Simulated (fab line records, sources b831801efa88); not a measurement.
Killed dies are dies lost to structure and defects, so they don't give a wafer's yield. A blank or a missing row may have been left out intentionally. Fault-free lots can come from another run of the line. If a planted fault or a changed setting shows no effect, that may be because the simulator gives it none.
Chamber matching	flow sky130	cmp-02 running SKY_VIA2_CMP_24: 4 sister chambers
The step polishes, stops on SiO2, t overpolish 20 s, target thk 0 nm. 8 wafers are shown with their chamber, then 9 later ones without.

== EACH WAFER AND ITS CHAMBER ==
wafer	chamber	motor current A (A)	head pressure psi (psi)
L074.3	0	11.7	3.500
L076.1	0	11.4	3.504
L076.2	1	10.9	3.511
L084.3	2	9.3	3.513
L084.6	2	9.8	3.505
L091.1	3	10.7	3.503
L091.3	1	10.9	3.511
L091.5	3	10.4	3.503

== WAFERS WHOSE CHAMBER IS MISSING ==
wafer	motor current A (A)	head pressure psi (psi)
L093.1	11.2	3.504
L093.2	10.9	3.492
L093.3	10.4	3.508
L094.2	11.2	3.500
L094.4	9.6	3.505
L094.5	9.6	3.506
L097.1	10.3	3.503
L097.3	11.6	3.492
L097.4	10.0	3.506

== THE CHAMBER EACH PASSED THROUGH ==
wafer	from the rows above	in truth
L093.1	can't be placed: 0 or 1 or 3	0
L093.2	can't be placed: 3 or 0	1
L093.3	can't be placed: 3 or 1 or 2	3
L094.2	can't be placed: 0 or 3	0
L094.4	2	2
L094.5	2	2
L097.1	3	3
L097.3	0	0
L097.4	can't be placed: 2 or 3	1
Correct placement for 4 of the 9. Can't be placed from these rows: 5 (the true chamber is among the candidates in 3). Placed wrongly: 0.
How it was worked out, from the rows above alone: a wafer's distance from a chamber is the root of the sum, over the readings, of the square of ((its reading less the chamber's mean) divided by the reading's scatter). If the next closest chamber is less than 2 further off than the closest, the wafer can't be placed; otherwise it belongs to the closest. A chamber's mean is the mean of its shown wafers. The scatter: take each reading less its chamber's mean, square it, sum over the shown wafers, divide by the number of wafers less the number of chambers, and take the root.
